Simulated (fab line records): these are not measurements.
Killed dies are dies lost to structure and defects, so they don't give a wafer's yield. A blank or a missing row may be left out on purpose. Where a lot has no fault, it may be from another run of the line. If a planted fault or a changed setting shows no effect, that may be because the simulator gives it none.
Chamber matching -- flow sky130 -- SKY_PASSIVATION_CVD_00 on pecvd-04 has 3 sister chambers
The step deposits SiO2, target thk 90 nm. 30 wafers are shown with their chamber, then 12 later ones without.

WAFERS PAIRED WITH THEIR CHAMBERS
wafer,chamber,heater power w (W)
L074.1,0,707
L074.2,2,534
L074.3,1,602
L074.4,2,519
L074.5,1,593
L074.6,0,747
L076.1,2,507
L076.4,2,496
L076.5,0,792
L079.1,2,517
L079.2,0,756
L079.6,2,513
L082.1,0,721
L082.2,2,535
L082.3,1,601
L085.1,0,826
L085.3,1,592
L085.4,0,842
L087.1,0,777
L087.2,2,498
L087.3,1,614
L087.4,2,496
L087.5,0,793
L087.6,1,602
L091.3,0,825
L091.4,1,603
L091.5,0,835
L092.1,1,525
L092.4,0,786
L092.5,1,545

SIGNATURES, as means of the wafers listed above
reading,chamber 0,chamber 1,chamber 2,scatter within a chamber
heater power w,783.92,586.33,512.78,33.8
Rule: distance of a wafer from a chamber = root of the sum over the readings of ((wafer's reading minus chamber's mean) / reading's scatter) squared. The wafer belongs to the nearest chamber; if the next one is less than 2 further off, it can't be placed. The scatter: the root of (the sum of the squares of (reading less its chamber's mean) over the shown wafers, divided by (wafers less chambers)).

WAFERS WITHOUT THEIR CHAMBER
wafer,heater power w (W)
L093.1,513
L093.2,445
L093.3,790
L093.4,449
L093.5,525
L093.6,800
L097.1,743
L097.2,550
L097.3,469
L097.4,762
L097.5,534
L097.6,472

WHICH CHAMBER EACH WENT THROUGH
wafer,from the rows above,in truth
L093.1,2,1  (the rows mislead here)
L093.2,2,2
L093.3,0,0
L093.4,2,2
L093.5,can't be placed: 2 or 1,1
L093.6,0,0
L097.1,0,0
L097.2,can't be placed: 1 or 2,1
L097.3,2,2
L097.4,0,0
L097.5,can't be placed: 2 or 1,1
L097.6,2,2
Placed correctly: 8 of 12. Cannot be placed on the basis of these rows: 3; the candidates contain the true chamber in 3. Wrongly placed: 1.
